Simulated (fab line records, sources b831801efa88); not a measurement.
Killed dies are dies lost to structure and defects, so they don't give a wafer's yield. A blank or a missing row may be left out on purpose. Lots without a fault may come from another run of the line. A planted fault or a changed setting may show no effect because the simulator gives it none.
Chamber matching | flow sky130 | SKY_POLY_GATE_ETCH_17 on rie_si-01: 4 sister chambers
The step etches poly-Si in HBr/Cl2, stops on SiO2, target depth 180 nm, time 70.5 s. 14 wafers are shown with their chamber, then 7 later ones without.

WAFERS WITH THEIR CHAMBER
wafer  | chamber | drypump_motor_current_A (A) | throttle_valve_pct (%) | oes_product_au (a.u.)
L555.1 | 3       | 6.1                         | 33.692                 | 0.973
L555.2 | 2       | 5.4                         | 33.687                 | 0.987
L555.4 | 0       | 4.9                         | 33.677                 | 0.988
L560.4 | 2       | 5.4                         | 33.681                 | 0.983
L560.5 | 3       | 6.1                         | 33.699                 | 0.997
L560.6 | 0       | 4.9                         | 33.669                 | 0.991
L565.1 | 1       | 6.1                         | 33.680                 | 0.992
L565.2 | 0       | 4.9                         | 33.680                 | 0.992
L565.5 | 0       | 4.9                         | 33.686                 | 0.985
L567.2 | 3       | 6.1                         | 33.678                 | 0.983
L567.4 | 2       | 5.3                         | 33.669                 | 0.981
L567.6 | 0       | 4.9                         | 33.679                 | 0.975
L572.1 | 2       | 5.3                         | 33.673                 | 0.989
L572.4 | 1       | 6.1                         | 33.680                 | 0.991

SIGNATURES (means of the wafers above)
reading                 | chamber 0 | chamber 1 | chamber 2 | chamber 3 | scatter within a chamber
drypump_motor_current_A | 4.900     | 6.100     | 5.350     | 6.100     | 0.0316
throttle_valve_pct      | 33.67820  | 33.68000  | 33.67750  | 33.68967  | 0.00758
oes_product_au          | 0.98620   | 0.99150   | 0.98500   | 0.98433   | 0.0072
Rule: a wafer's distance from a chamber is the root of the sum, over the readings, of the square of ((its reading less the chamber's mean) divided by the reading's scatter). The wafer belongs to the nearest chamber; if the next one is less than 2 further off, it can't be placed. The scatter: the root of (the sum of the squares of (reading less its chamber's mean) over the shown wafers, divided by (wafers less chambers)).

WAFERS WITHOUT THEIR CHAMBER
wafer  | drypump_motor_current_A (A) | throttle_valve_pct (%) | oes_product_au (a.u.)
L572.6 | 6.1                         | 33.681                 | 0.971
L573.1 | 5.4                         | 33.678                 | 0.990
L573.3 | 6.1                         | 33.707                 | 0.985
L573.4 | 6.1                         | 33.702                 | 0.995
L575.1 | 5.3                         | 33.667                 | 0.996
L575.2 | 4.9                         | 33.677                 | 0.998
L575.3 | 6.1                         | 33.684                 | 0.993

WHICH CHAMBER EACH WENT THROUGH
wafer  | from the rows above     | in truth
L572.6 | can't be placed: 3 or 1 | 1
L573.1 | 2                       | 2
L573.3 | can't be placed: 3 or 1 | 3
L573.4 | can't be placed: 3 or 1 | 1
L575.1 | 2                       | 2
L575.2 | 0                       | 0
L575.3 | can't be placed: 1 or 3 | 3
Placed correctly: 3 of 7. Can't be placed from these rows: 4 (the true chamber is among the candidates in 4). Placed wrongly: 0.
